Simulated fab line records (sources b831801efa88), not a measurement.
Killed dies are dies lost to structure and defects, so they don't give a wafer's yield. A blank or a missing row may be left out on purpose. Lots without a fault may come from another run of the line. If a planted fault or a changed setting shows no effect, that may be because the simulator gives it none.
Problem report, 8D (eight disciplines) form, completed by code + flow sky130 + the parts of the form that need people (team, actions taken, sign-off) are left out

1. PROBLEM STATEMENT
Wafers without a fault read 7.502e+13, standard deviation 8.2e+10; doseIonsCm2 at SKY_LDD_N_IMPLANT_11 reads a mean of 5.713e+13 on 6 wafers belonging to 2 lots. That is -99 or more standard deviations from the usual mean.
Earliest sighting: wafer L800.1 on implanter-04 at day 22 11:34. The record has a number at this step for 36 wafers belonging to 12 lots. Rule for "out", or "out of limits": more than 4 standard deviations from the usual mean. The rest of the wafers with a number are treated as sound.

2. WHAT IT IS, WHAT IT ISN'T
| question                    | is                            | is not                                                                                       |
|-----------------------------|-------------------------------|----------------------------------------------------------------------------------------------|
| which readings at this step | doseIonsCm2, faradayCurrentUA | -                                                                                            |
| which lots                  | L800, L801                    | L788, L789, L791, L792, L795, L803, L804, L805, L807, L809                                   |
| which wafers of those lots  | all that have a number        | -                                                                                            |
| read on which tools         | implanter-04                  | implanter-01, implanter-02                                                                   |
| when                        | from day 22 11:34             | up to then (15 sound wafers); but 15 sound wafers of L803, L804, L805, L807, L809 came after |

3. WHAT RULES OUT EACH SUSPECT
Counting: a tool stays on the suspect list if, at a process step up to the reading, it processed all lots that are out and no sound lot following the first of them.
- implanter-04 at SKY_LDD_N_IMPLANT_11: ruled out as a lasting fault. Following L800 (day 22 11:34), the first lot on it that is out, the sound lots L807 were run on it.
Left after counting: nothing in the record.

4. THE CAUSE (what the simulator had put in)
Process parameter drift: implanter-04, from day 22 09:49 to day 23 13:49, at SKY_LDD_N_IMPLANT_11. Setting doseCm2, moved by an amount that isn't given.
Counting ruled it out, wrongly.

5. SEQUENCE OF EFFECTS, ordered by route
One row per reading whose mean, taken over the struck wafers that have a number, lies over 3 standard deviations from the usual. Readings are gone through only where the record gives a usual standard deviation; hours: the median, over the lots, of the time from a lot's start at the first step in this table giving one to that lot's start at this step; sigmas: the change measured in usual standard deviations.
| hours | step                 | reading              | usual     | on struck wafers | change     | sigmas      |
|-------|----------------------|----------------------|-----------|------------------|------------|-------------|
| 0     | SKY_LDD_N_IMPLANT_11 | doseIonsCm2          | 7.502e+13 | 5.713e+13        | -1.789e+13 | -99 or more |
| 0     | SKY_LDD_N_IMPLANT_11 | faradayCurrentUA     | 423       | 319              | -104       | -11         |
| 1     | SKY_LDD_N_STRIP_16   | stripTimeToEndpointS | 4.317 s   | 4.255            | -0.062     | -4.4        |
Process steps it contains:
- SKY_LDD_N_IMPLANT_11
- SKY_LDD_N_STRIP_16: strips in O2/N2.
At these later measuring or inspecting steps, every struck wafer for which the step has a row has a number for every such reading, and none has moved that far: SKY_LOCAL_INTERCONNECT_CD_MEAS_11, SKY_CONTACT_CD_MEAS_14.

6. HOW IT WOULD HAVE BEEN CAUGHT EARLIER
The fault began at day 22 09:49; the first out-of-limits reading in this record came at day 22 11:34, 2 hours later.
